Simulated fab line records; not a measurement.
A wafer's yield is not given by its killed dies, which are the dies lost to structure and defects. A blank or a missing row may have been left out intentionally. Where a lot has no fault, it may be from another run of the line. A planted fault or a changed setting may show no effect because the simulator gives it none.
Struck lot and sound lot, side by side / flow sky130 / 35 steps out of a route of 708
Sound: the wafers L423.1, L423.2, L423.6. Struck: wafer L435.5 (left out: L435.1, a lot-mate that was not struck); the cause follows at the end.
Per side, at each step with rows, come the tool, then ch with its chambers, and then its first start. Under that, the readings that differ: sound wafers / struck wafers / difference of the means / sigmas: that difference in standard deviations of wafers without a fault.
alike: words and numbers the same on both sides, and readings whose means are apart by under 2 such deviations; not compared: readings that were withheld, readings missing a value for some wafer, numbers with overlapping values and no deviation given by the record, and bounds like >300 which may hide the same value.
Wherever a step has rows on one side only, a row that says differs or no value, or a row with sigmas, the two part there. Numbers that have no deviation but don't overlap get no sigmas and don't part them. Lack of a reading on every wafer of one side parts them only where that side has two or more wafers.

first, 4 steps without rows for these wafers: SKY_METAL5_SOFTBAKE_10 (time 60 s); SKY_METAL5_EXPOSE_11 (exposes mask MM5, target cd 1600 nm); SKY_METAL5_PEB_12; SKY_METAL5_DEVELOP_13 (develop time 60 s).
SKY_METAL5_DESCUM_14: chemistry O2, time 11 s.
  sound on rieMetal-04 ch 0,1, day 44 12:10; struck on rieMetal-02 ch 1, day 47 20:49
reading=drypumpMotorCurrentA (A); sound=5.9 5.7 5.9; struck=5.0; difference=-0.8; sigmas=-2
reading=oesProductAu (a.u.); sound=0.999 1.001 0.985; struck=1.034; difference=+0.039; sigmas=+3
reading=rfFwdPowerW (W); sound=146.7 147.1 146.7; struck=149.3; difference=+2.5; sigmas=+3
  not compared: rfHoursCounterH
SKY_METAL5_METAL_ETCH_15: etches the open film in Cl2/BCl3, stops on SiO2, target depth 1260 nm, time 252 s.
  sound on rieMetal-04 ch 0,1, day 44 12:13; struck on rieMetal-02 ch 1, day 47 20:52
reading=drypumpMotorCurrentA (A); sound=5.9 5.7 5.9; struck=5.0; difference=-0.8; sigmas=-2
  alike: oesProductAu, rfFwdPowerW, throttleValvePct
  not compared: rfHoursCounterH
SKY_METAL5_STRIP_16: strips in O2/N2.
  sound on plasmaAsher-04 ch 0,1, day 44 12:26; struck on plasmaAsher-01 ch 0, day 47 21:05
reading=stripTimeToEndpointS (s); sound=13.14 13.05 13.15; struck=12.54; difference=-0.57; sigmas=-3
  alike: drypumpMotorCurrentA, oesProductAu
  not compared: rfHoursCounterH
then, 3 steps without rows for these wafers: SKY_METAL5_STRIP_17 (strips in post etch residue remover, time 1200 s); SKY_METAL5_CLEAN_18 (cleans in IPA, time 180 s); SKY_METAL5_CLEAN_19 (cleans in O3/DIW).
SKY_PASSIVATION_CVD_00: deposits SiO2, target thk 90 nm.
  sound on pecvd-01 ch 1,2, day 44 13:07; struck on pecvd-02 ch 0, day 47 21:41
  alike: heaterPowerW, rfFwdPowerW
SKY_PASSIVATION_THK_MEAS_01:
  sound on filmMetro-04 at day 44 13:08; struck on filmMetro-01 at day 47 21:42
  alike: PASSIVATION_CVD_00_THK
SKY_PASSIVATION_CVD_02: deposits Si3N4, target thk 540 nm.
  sound on pecvd-03 ch 0,2, day 44 13:11; struck on pecvd-03 ch 0, day 47 21:46
reading=model.Si3N4_of_PASSIVATION_CVD_02.thkNm (nm); sound=523.8 543 551.2; struck=578.1; difference=+38.8; sigmas=
  alike: heaterPowerW, rfFwdPowerW
SKY_PASSIVATION_THK_MEAS_03:
  sound on filmMetro-01 at day 44 13:25; struck on filmMetro-01 at day 47 21:59
reading=PASSIVATION_CVD_02_THK (nm); sound=524 543 551; struck=578; difference=+39; sigmas=+4
then, 7 steps without rows for these wafers: SKY_PASSIVATION_DEHYDRATE_04 (time 60 s); SKY_PASSIVATION_HMDS_05 (prime time 60 s); SKY_PASSIVATION_COAT_06 (resist thk 3000 nm); SKY_PASSIVATION_SOFTBAKE_07; SKY_PASSIVATION_EXPOSE_08 (exposes mask NSM, target cd 3000 nm); SKY_PASSIVATION_PEB_09; SKY_PASSIVATION_DEVELOP_10 (develop time 60 s).
SKY_PASSIVATION_ETCH_11: etches the open film in CF4/O2, stops on AlCu, target depth 725 nm, time 161.1 s.
  sound on rieDiel-01 ch 0,1,2, day 45 10:43; struck on rieDiel-04 ch 1, day 48 16:53
reading=oesProductAu (a.u.); sound=0.967 0.978 0.969; struck=1.001; difference=+0.030; sigmas=+4
reading=model.etch.depthNm (nm); sound=685.9 705.4 693.3; struck=737.7; difference=+42.8; sigmas=
reading=model.PASSIVATION.featureDepthNm (nm); sound=685.9 705.4 693.3; struck=737.7; difference=+42.8; sigmas=
  alike: drypumpMotorCurrentA, rfFwdPowerW, throttleValvePct
  not compared: rfHoursCounterH
then, 8 steps without rows for these wafers: SKY_PASSIVATION_STRIP_12 (strips in O2/N2); SKY_PAD_OPEN_DEHYDRATE_00 (time 60 s); SKY_PAD_OPEN_HMDS_01 (prime time 60 s); SKY_PAD_OPEN_COAT_02 (resist thk 3000 nm); SKY_PAD_OPEN_SOFTBAKE_03; SKY_PAD_OPEN_EXPOSE_04 (exposes mask PDM, target cd 60000 nm); SKY_PAD_OPEN_PEB_05; SKY_PAD_OPEN_DEVELOP_06 (develop time 60 s).
SKY_PAD_OPEN_ETCH_07: etches the open film in CF4/O2, stops on AlCu, target depth 725 nm, time 161.1 s.
  sound on rieDiel-02 ch 1,2,3, day 46 08:19; struck on rieDiel-03 ch 1, day 49 11:17
reading=oesProductAu (a.u.); sound=0.958 0.974 0.976; struck=0.995; difference=+0.026; sigmas=+3
reading=model.PAD_OPEN.featureDepthNm (nm); sound=685.9 705.6 710.5; struck=735.5; difference=+34.8; sigmas=
reading=model.etch.depthNm (nm); sound=685.9 705.6 710.5; struck=735.5; difference=+34.8; sigmas=
  alike: drypumpMotorCurrentA, rfFwdPowerW, throttleValvePct
  not compared: rfHoursCounterH
SKY_PAD_OPEN_STRIP_08: strips in O2/N2.
  sound on plasmaAsher-01 ch 0,1, day 46 08:25; struck on plasmaAsher-04 ch 0, day 49 11:23
reading=drypumpMotorCurrentA (A); sound=5.9 5.7 5.7; struck=6.6; difference=+0.8; sigmas=+2
  alike: oesProductAu
  not compared: rfHoursCounterH
SKY_PAD_OPEN_STRIP_09: strips in post etch residue remover, time 1200 s.
  sound on wetBench-02 ch 1, day 46 08:31; struck on wetBench-01 ch 2, day 49 11:29
reading=model.Si3N4_of_PASSIVATION_CVD_02.thkNm (nm); sound=523.5 542.6 550.8; struck=577.7; difference=+38.7; sigmas=
then, 1 step without rows for these wafers: SKY_PAD_OPEN_CLEAN_10 (cleans in IPA, time 180 s).
SKY_PAD_OPEN_PROBE_99:
  only the struck wafers here have rows in the record (prober-02, day 49 13:50); the sound ones have none

## WHERE THEY PART
Last at SKY_PAD_OPEN_PROBE_99 as far as this record goes, first at SKY_METAL5_DESCUM_14.

WHY: whatever the simulator had introduced
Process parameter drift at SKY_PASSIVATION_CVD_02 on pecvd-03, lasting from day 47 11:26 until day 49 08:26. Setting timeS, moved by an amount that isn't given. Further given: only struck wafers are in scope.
